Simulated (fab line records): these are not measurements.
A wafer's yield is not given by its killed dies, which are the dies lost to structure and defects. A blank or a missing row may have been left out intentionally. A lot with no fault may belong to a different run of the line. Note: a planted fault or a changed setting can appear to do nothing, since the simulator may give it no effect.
Code-filled problem report in 8D (eight disciplines) form ; flow sky130 ; the parts of the form that need people (team, actions taken, sign-off) are left out

## 1. THE ISSUE
Mean CAPM_TIN_RS at SKY_CAPM_RS_MEAS_03: 8.97 ohm/sq over 6 wafers in 2 lots; fault-free wafers: 6.89 ohm/sq, standard deviation 0.069. Measured from the usual mean, that is +30 standard deviations.
The step: measures by four-point-probe.
First seen on wafer L335.2, day 41 15:32, on film-metro-04. Wafers with a number at this step in the record: 30, from 10 lots. Rule for "out" (also "out of limits"): further than 4 standard deviations from the usual mean. The rest of the wafers with a number are treated as sound.

## 2. WHAT THIS IS AND IS NOT
question;is;is not
which readings at this step;CAPM_TIN_RS;-
which lots;L335, L337;L320, L321, L322, L323, L332, L338, L339, L341
which wafers of those lots;all that have a number;-
read on which gauges;film-metro-01, film-metro-04;film-metro-02
when;from day 41 15:32;"up to then (15 sound wafers); but 9 sound wafers of L338, L339, L341 came after"

## 3. WHAT RULES OUT EACH SUSPECT
Counting: a tool at a process step up to the reading stays a suspect if it ran every lot that is out and no sound lot after the first of them.
- ruled out: the gauge at SKY_CAPM_RS_MEAS_03. The wafers that are out were read on 2 gauges (film-metro-01, film-metro-04).
- pvd-sputter-02 at SKY_METAL1_SPUTTER_00 (material Ti, target thk 15 nm, time 10 s): ruled out as a lasting fault. The sound lots L338, L339, L341 went through it after L335, its earliest lot that is out (day 37 04:05).
- pvd-sputter-04 at SKY_METAL3_SPUTTER_04 (material TiN, target thk 70 nm, time 58.3 s): ruled out as a lasting fault. The sound lots L339 went through it after L335, its earliest lot that is out (day 41 15:17).
- pvd-sputter-03 at SKY_CAPM_SPUTTER_02 (material TiN, target thk 200 nm, time 166.7 s): kept. It processed each lot that is out, first L335 at day 41 15:25, and no sound lot thereafter; up to then, the last sound lot it processed was L332 at day 40 18:40. Its own cathode-dc-power-W readings are out on those wafers.
Left after counting: pvd-sputter-03 at SKY_CAPM_SPUTTER_02.

## 4. THE CAUSE (what the simulator had put in)
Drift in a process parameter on pvd-sputter-03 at SKY_CAPM_SPUTTER_02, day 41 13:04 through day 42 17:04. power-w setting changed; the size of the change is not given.
Counting left only this tool.

## 5. SEQUENCE OF EFFECTS, ordered by route
Each row: a reading where the mean over the struck wafers with a number is more than 3 standard deviations away from the usual. Only readings whose record carries a usual standard deviation are examined. hours: median over the lots of the time between each lot's start at the first step of this table that gives one and its start at this step. sigmas: the change, counted in usual standard deviations.
hours;step;reading;usual;on struck wafers;change;sigmas
0;SKY_CAPM_SPUTTER_02;cathode-dc-power-W;6500.1 W;5109.1;-1391.0;-99 or more
0;SKY_CAPM_RS_MEAS_03;CAPM_TIN_RS;6.89 ohm/sq;8.97;+2.08;+30
0;SKY_CAPM_THK_MEAS_04;CAPM_TIN_THK;200.7 nm;155.0;-45.7;-21
23;SKY_CAPM_METAL_ETCH_13;oes-product-au;0.943 a.u.;0.813;-0.130;-19
23;SKY_CAPM_METAL_ETCH_13;throttle-valve-pct;21.901 %;21.985;+0.084;+8.5
Process steps it contains:
- SKY_CAPM_SPUTTER_02: material TiN, target thk 200 nm, time 166.7 s.
- SKY_CAPM_METAL_ETCH_13: etches TiN in Cl2/BCl3, stops on SiO2, target depth 220 nm, time 62.9 s.

## 6. WHAT WOULD HAVE CAUGHT IT SOONER
Counted from the fault's start at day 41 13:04, it took 2 hours until the first out-of-limits reading at a measuring or inspecting step in this record, taken at day 41 15:32.
At SKY_CAPM_SPUTTER_02, the tool's own readings (cathode-dc-power-W) were out on each struck wafer the step has a row for, so an alarm limit on them would have fired on the first such wafer.
L337, from the lots that are out (2), started SKY_CAPM_SPUTTER_02 on pvd-sputter-03 later than day 41 15:32. It would have been spared by a hold on the tool at that moment.
